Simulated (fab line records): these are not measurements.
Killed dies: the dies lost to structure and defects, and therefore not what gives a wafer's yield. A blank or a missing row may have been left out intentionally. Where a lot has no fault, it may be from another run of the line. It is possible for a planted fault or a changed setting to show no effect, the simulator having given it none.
fab line records	flow gf180mcu
record lots=12	wafers=36	last_day=35
route steps=602 shown SALICIDE@281 CONTACT@313 M1@315
lots untouched by any fault: they come from a run of this same line in which no faults occurred
start_h: start of the lot's first displayed wafer, in hours after the record's first day	wait_h: hours since the lot's step before	" identical to the entry in the row above	L1.1+2: a row that stands for several wafers	- no value present, or no start provided	* or withheld: withheld	< > ~ a bound
route shown NAME@n: names a module that has steps shown in the file, with the first one's number in the route	usual: average and standard deviation across the fault-free wafers	same: alike in all rows	chamber/n: place in a boat	sites: per-site readings	_std_site: standard deviation across them	_edge_site: mean of outer sites minus mean of inner sites	radius_mm: how far each site lies from the wafer's centre	mask NAME#n: copy n	behind: tool/chamber where the wafer was last shaped	hold: why the lot went on hold/how many hours it stayed there/how the hold came to an end	device: the transistor (n, p or np) that didn't switch	end of line: the route-end tests of the same wafers	step lacking rows: just its recipe	killed: dies lost to structure and defects at the first sort, not the wafer's yield	map: dies across one wafer; x = killed, . = not, _ = none there
set.NAME: the run value of the setting; set.NAME@STEP: its run value at that earlier step	model.NAME: the simulator's own value behind a step, which no gauge read
route steps across a sampled set of lots; one table per step, one row per wafer
services: when a tool's chamber went out of use (start_h, in hours from the record's first day, below 0 if earlier), for how many hours, and the reason
## steps
# step GF_SALICIDE_SPUTTER_03
# recipe material=TiN	target_thk_nm=20	power_w=6500	time_s=16.7	chamber_pressure_pa=0.4
# usual cathode_dc_power_W=6499.9/1.2	throttle_valve_pct=30.5/0.95
lot.wafer	tool	chamber	start_h	wait_h	cathode_dc_power_W	throttle_valve_pct
L102.2	pvd_sputter-03	-	355.18	0.0	6499.2	30.7
L102.4	"	-	"	"	6502.0	30.6
L102.5	"	-	"	"	6500.8	30.0
L106.1	pvd_sputter-03	-	400.13	0.0	6500.8	30.4
L106.2	"	-	"	"	6499.1	31.0
L106.6	"	-	"	"	6502.4	31.1
L110.3	pvd_sputter-04	-	428.66	0.0	6498.5	28.5
L110.4	"	-	"	"	6501.3	30.7
L110.6	"	-	"	"	6500.4	32.3
L111.2	pvd_sputter-03	-	445.03	0.0	6500.4	31.0
L111.3	"	-	"	"	7680.9	30.4
L111.5	"	-	"	"	6499.4	30.9
L112.1	pvd_sputter-03	-	448.52	0.0	7680.0	30.5
L112.3	"	-	"	"	6500.0	30.7
L112.4	"	-	"	"	6500.8	30.9
L113.1	pvd_sputter-04	-	458.56	0.0	6499.3	31.3
L113.3	"	-	"	"	6498.1	28.2
L113.5	"	-	"	"	6498.9	32.5
L119.2	pvd_sputter-02	-	509.28	0.0	6498.9	29.4
L119.3	"	-	"	"	6499.7	31.0
L119.6	"	-	"	"	6500.9	29.0
L120.1	pvd_sputter-03	-	516.64	0.0	6501.2	30.5
L120.4	"	-	"	"	6497.8	30.6
L120.5	"	-	"	"	6500.6	31.1
L121.3	pvd_sputter-03	-	525.17	0.0	6498.8	31.2
L121.4	"	-	"	"	6497.8	30.5
L121.6	"	-	"	"	6499.6	30.6
L122.2	pvd_sputter-04	-	531.86	0.0	6498.6	31.1
L122.3	"	-	"	"	6499.0	30.9
L122.6	"	-	"	"	6500.7	31.0
L123.1	pvd_sputter-04	-	539.53	0.0	6499.4	28.1
L123.2	"	-	"	"	6499.8	32.4
L123.3	"	-	"	"	6499.7	30.9
L124.2	pvd_sputter-03	-	551.02	0.0	6499.7	31.0
L124.4	"	-	"	"	6500.5	30.5
L124.5	"	-	"	"	6501.4	31.2
# step GF_SALICIDE_RS_MEAS_04
# recipe thk_meas_gauge=four-point-probe	reads=TiN_of_SALICIDE_SPUTTER_03+Co_of_SALICIDE_SPUTTER_02
# usual SALICIDE_TIN_RS=16.26/0.29
lot.wafer	tool	chamber	start_h	wait_h	SALICIDE_TIN_RS[ohm/sq]
L102.2	film_metro-04	-	355.23	0.0	16.13
L102.4	"	-	"	"	15.88
L102.5	"	-	"	"	15.99
L106.1	film_metro-01	-	400.16	0.0	16.10
L106.2	"	-	"	"	16.02
L106.6	"	-	"	"	15.95
L110.3	film_metro-04	-	428.72	0.1	16.46
L110.4	"	-	"	"	16.16
L110.6	"	-	"	"	15.64
L111.2	film_metro-01	-	445.08	0.0	16.40
L111.3	"	-	"	"	15.22
L111.5	"	-	"	"	16.30
L112.1	film_metro-03	-	448.55	0.0	15.37
L112.3	"	-	"	"	16.32
L112.4	"	-	"	"	15.78
L113.1	film_metro-03	-	458.58	0.0	16.31
L113.3	"	-	"	"	16.14
L113.5	"	-	"	"	15.83
L119.2	film_metro-04	-	509.33	0.0	16.16
L119.3	"	-	"	"	16.54
L119.6	"	-	"	"	16.20
L120.1	film_metro-04	-	516.66	0.0	16.53
L120.4	"	-	"	"	16.24
L120.5	"	-	"	"	16.21
L121.3	film_metro-04	-	525.24	0.1	15.99
L121.4	"	-	"	"	16.59
L121.6	"	-	"	"	16.58
L122.2	film_metro-01	-	531.91	0.0	15.83
L122.3	"	-	"	"	16.17
L122.6	"	-	"	"	15.89
L123.1	film_metro-01	-	539.56	0.0	16.55
L123.2	"	-	"	"	15.89
L123.3	"	-	"	"	16.68
L124.2	film_metro-03	-	551.07	0.0	16.48
L124.4	"	-	"	"	16.59
L124.5	"	-	"	"	15.98
# step GF_SALICIDE_THK_MEAS_05
# recipe thk_meas_gauge=xrf	reads=TiN_of_SALICIDE_SPUTTER_03
# usual SALICIDE_TIN_THK=19.80/0.27
lot.wafer	tool	chamber	start_h	wait_h	SALICIDE_TIN_THK[nm]
L102.2	film_metro-04	-	355.34	0.1	19.69
L102.4	"	-	"	"	19.67
L102.5	"	-	"	"	19.52
L106.1	film_metro-01	-	400.28	0.1	19.42
L106.2	"	-	"	"	19.48
L106.6	"	-	"	"	19.39
L110.3	film_metro-04	-	428.82	0.1	19.60
L110.4	"	-	"	"	19.63
L110.6	"	-	"	"	20.00
L111.2	film_metro-01	-	445.19	0.1	19.96
L111.3	"	-	"	"	23.50
L111.5	"	-	"	"	20.20
L112.1	film_metro-03	-	448.67	0.1	23.61
L112.3	"	-	"	"	20.26
L112.4	"	-	"	"	19.84
L113.1	film_metro-03	-	458.70	0.1	20.33
L113.3	"	-	"	"	20.15
L113.5	"	-	"	"	20.49
L119.2	film_metro-04	-	509.44	0.1	19.83
L119.3	"	-	"	"	19.83
L119.6	"	-	"	"	19.58
L120.1	film_metro-04	-	516.78	0.1	20.18
L120.4	"	-	"	"	19.53
L120.5	"	-	"	"	19.80
L121.3	film_metro-04	-	525.34	0.1	19.87
L121.4	"	-	"	"	19.59
L121.6	"	-	"	"	19.54
L122.2	film_metro-01	-	532.02	0.1	19.91
L122.3	"	-	"	"	19.76
L122.6	"	-	"	"	19.98
L123.1	film_metro-01	-	539.68	0.1	19.61
L123.2	"	-	"	"	20.17
L123.3	"	-	"	"	19.70
L124.2	film_metro-03	-	551.18	0.1	19.72
L124.4	"	-	"	"	19.38
L124.5	"	-	"	"	19.85
# step GF_SALICIDE_RTA_08
# recipe temp_c=800	time_s=30	ambient=N2
# usual lamp_power_pct=17.1/1.1	wafer_temp_C_max=803.7/0.86
lot.wafer	tool	chamber	start_h	wait_h	lamp_power_pct	wafer_temp_C_max
L102.2	rtp_anneal-01	0	355.60	0.0	15.4	803.7
L102.4	"	0	"	"	15.4	804.1
L102.5	"	0	"	"	15.4	805.3
L106.1	rtp_anneal-02	0	400.53	0.0	17.8	802.7
L106.2	"	0	"	"	17.8	802.8
L106.6	"	0	"	"	17.8	802.4
L110.3	rtp_anneal-02	0	429.09	0.0	17.8	803.8
L110.4	"	0	"	"	17.8	803.1
L110.6	"	0	"	"	17.9	805.3
L111.2	rtp_anneal-02	0	445.46	0.0	17.8	802.6
L111.3	"	0	"	"	17.9	803.8
L111.5	"	0	"	"	17.8	803.5
L112.1	rtp_anneal-02	0	448.92	0.0	17.8	805.4
L112.3	"	0	"	"	17.8	803.9
L112.4	"	0	"	"	17.8	803.6
L113.1	rtp_anneal-01	0	458.95	0.0	15.4	804.7
L113.3	"	0	"	"	15.4	804.6
L113.5	"	0	"	"	15.4	804.4
L119.2	rtp_anneal-01	0	509.70	0.0	15.4	804.9
L119.3	"	0	"	"	15.4	803.5
L119.6	"	0	"	"	15.4	805.0
L120.1	rtp_anneal-02	0	517.04	0.0	17.8	806.2
L120.4	"	0	"	"	17.8	805.0
L120.5	"	0	"	"	17.8	803.5
L121.3	rtp_anneal-01	0	525.62	0.0	15.4	803.7
L121.4	"	0	"	"	15.4	803.3
L121.6	"	0	"	"	15.4	804.8
L122.2	rtp_anneal-02	0	532.28	0.0	17.8	803.2
L122.3	"	0	"	"	17.8	802.7
L122.6	"	0	"	"	17.9	802.5
L123.1	rtp_anneal-02	0	539.94	0.0	17.8	803.4
L123.2	"	0	"	"	17.8	805.5
L123.3	"	0	"	"	17.8	804.6
L124.2	rtp_anneal-02	0	551.44	0.0	17.8	804.5
L124.4	"	0	"	"	17.8	803.3
L124.5	"	0	"	"	17.9	803.5
# step GF_CONTACT_THK_MEAS_26
# recipe thk_meas_gauge=xrf	reads=W_of_CONTACT_CVD_24
# usual CONTACT_W_THK=306/4.8
lot.wafer	tool	chamber	start_h	wait_h	CONTACT_W_THK[nm]
L102.2	film_metro-03	-	379.70	0.1	307
L102.4	"	-	"	"	307
L102.5	"	-	"	"	311
L106.1	film_metro-03	-	426.18	0.1	309
L106.2	"	-	"	"	311
L106.6	"	-	"	"	313
L110.3	film_metro-02	-	454.20	0.1	303
L110.4	"	-	"	"	304
L110.6	"	-	"	"	304
L111.2	film_metro-02	-	471.73	0.1	302
L111.3	"	-	"	"	302
L111.5	"	-	"	"	296
L112.1	film_metro-02	-	474.99	0.1	310
L112.3	"	-	"	"	306
L112.4	"	-	"	"	309
L113.1	film_metro-01	-	485.13	0.1	306
L113.3	"	-	"	"	307
L113.5	"	-	"	"	303
L119.2	film_metro-01	-	534.64	0.1	320
L119.3	"	-	"	"	312
L119.6	"	-	"	"	315
L120.1	film_metro-02	-	541.94	0.1	310
L120.4	"	-	"	"	312
L120.5	"	-	"	"	312
L121.3	film_metro-03	-	549.93	0.1	304
L121.4	"	-	"	"	304
L121.6	"	-	"	"	307
L122.2	film_metro-01	-	556.28	0.1	302
L122.3	"	-	"	"	298
L122.6	"	-	"	"	304
L123.1	film_metro-01	-	578.44	0.1	299
L123.2	"	-	"	"	301
L123.3	"	-	"	"	302
L124.2	film_metro-01	-	579.21	0.1	310
L124.4	"	-	"	"	308
L124.5	"	-	"	"	307
# step GF_M1_SPUTTER_00
# recipe material=Ti	target_thk_nm=37.5	arriving_ion_energy_ev=80	substrate_temp_c=200	chamber_pressure_pa=2	power_w=4000	time_s=150
# usual cathode_dc_power_W=3999.9/0.75	throttle_valve_pct=30.1/1.4
lot.wafer	tool	chamber	start_h	wait_h	cathode_dc_power_W	throttle_valve_pct
L102.2	pvd_sputter-01	-	380.05	0.2	4000.4	29.8
L102.4	"	-	"	"	4000.0	27.6
L102.5	"	-	"	"	3999.7	28.2
L106.1	pvd_sputter-02	-	426.54	0.1	4001.2	31.0
L106.2	"	-	"	"	4000.2	29.4
L106.6	"	-	"	"	3998.9	29.0
L110.3	pvd_sputter-04	-	454.54	0.1	4001.4	31.2
L110.4	"	-	"	"	4000.4	28.4
L110.6	"	-	"	"	4000.0	31.0
L111.2	pvd_sputter-01	-	472.08	0.1	3998.1	28.2
L111.3	"	-	"	"	4000.4	31.4
L111.5	"	-	"	"	3998.9	29.8
L112.1	pvd_sputter-04	-	475.52	0.1	3998.9	30.9
L112.3	"	-	"	"	4000.3	31.0
L112.4	"	-	"	"	3999.0	32.4
L113.1	pvd_sputter-02	-	485.49	0.2	4000.0	28.9
L113.3	"	-	"	"	4000.1	29.8
L113.5	"	-	"	"	4000.5	30.8
L119.2	pvd_sputter-04	-	535.13	0.1	3999.8	31.3
L119.3	"	-	"	"	4000.6	31.1
L119.6	"	-	"	"	4001.1	31.1
L120.1	pvd_sputter-02	-	542.30	0.1	4001.0	30.7
L120.4	"	-	"	"	3999.7	29.0
L120.5	"	-	"	"	4000.6	29.6
L121.3	pvd_sputter-04	-	550.27	0.2	4000.6	32.3
L121.4	"	-	"	"	3998.8	30.9
L121.6	"	-	"	"	4000.0	32.5
L122.2	pvd_sputter-04	-	556.97	0.2	4000.5	30.9
L122.3	"	-	"	"	3999.5	31.1
L122.6	"	-	"	"	3999.7	30.9
L123.1	pvd_sputter-04	-	579.32	0.1	4000.0	28.6
L123.2	"	-	"	"	3999.5	31.2
L123.3	"	-	"	"	4000.1	32.5
L124.2	pvd_sputter-04	-	580.82	0.2	4000.5	28.2
L124.4	"	-	"	"	4001.0	31.1
L124.5	"	-	"	"	3999.5	28.1
## services
tool	chamber	start_h	hours	kind
pvd_sputter-02	2	334.07	-	consumable_replace:kit
pvd_sputter-02	2	334.07	18.0	scheduled_down
pvd_sputter-02	2	334.07	18.0	vent_cycle
pvd_sputter-03	-	338.76	1.5	repair
pvd_sputter-04	3	360.37	-	consumable_replace:kit
pvd_sputter-04	3	360.37	18.0	scheduled_down
pvd_sputter-04	3	360.37	18.0	vent_cycle
rtp_anneal-01	-	373.46	81.5	pm
pvd_sputter-04	-	411.34	2.7	repair
pvd_sputter-02	-	493.07	5.3	repair
pvd_sputter-02	1	522.85	-	consumable_replace:kit
pvd_sputter-02	1	522.85	18.0	scheduled_down
pvd_sputter-02	1	522.85	18.0	vent_cycle
pvd_sputter-01	-	523.20	2.3	repair
pvd_sputter-04	2	559.26	-	consumable_replace:kit
pvd_sputter-04	2	559.26	18.0	scheduled_down
pvd_sputter-04	2	559.26	18.0	vent_cycle
pvd_sputter-01	-	578.48	1.2	repair
## key
first_sign step=GF_SALICIDE_SPUTTER_03	reading=cathode_dc_power_W	direction=up	sigmas=99+	usual=6499.9	struck=7680.4
effect step=GF_SALICIDE_RS_MEAS_04	reading=SALICIDE_TIN_RS	direction=down	sigmas=3.3	usual=16.26	struck=15.29
effect step=GF_SALICIDE_THK_MEAS_05	reading=SALICIDE_TIN_THK	direction=up	sigmas=14	usual=19.80	struck=23.55
met_at GF_SALICIDE_SPUTTER_03
struck_lots L111,L112
struck_wafers L111.3,L112.1
tester_left_out L111,L112
not_acting_at GF_SALICIDE_RTA_08,GF_CONTACT_THK_MEAS_26,GF_M1_SPUTTER_00
onset_between 355.18 445.03
fault kind=process_parameter_drift	tool=pvd_sputter-03	chamber=-	onset_h=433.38	steps=GF_SALICIDE_SPUTTER_03	channel=power_w	offset=1181.1	shape=step	end_h=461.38	acts_in=these_recipes_only	stated=6500	scope=struck_wafers_only
# tester_left_out: of these lots the tester's yield and bins aren't shown, on N5 and GAA mostly nor the transistor test; their killed dies are dies lost to structure and defects alone, not to doping, threshold or leakage, so they don't give the yield
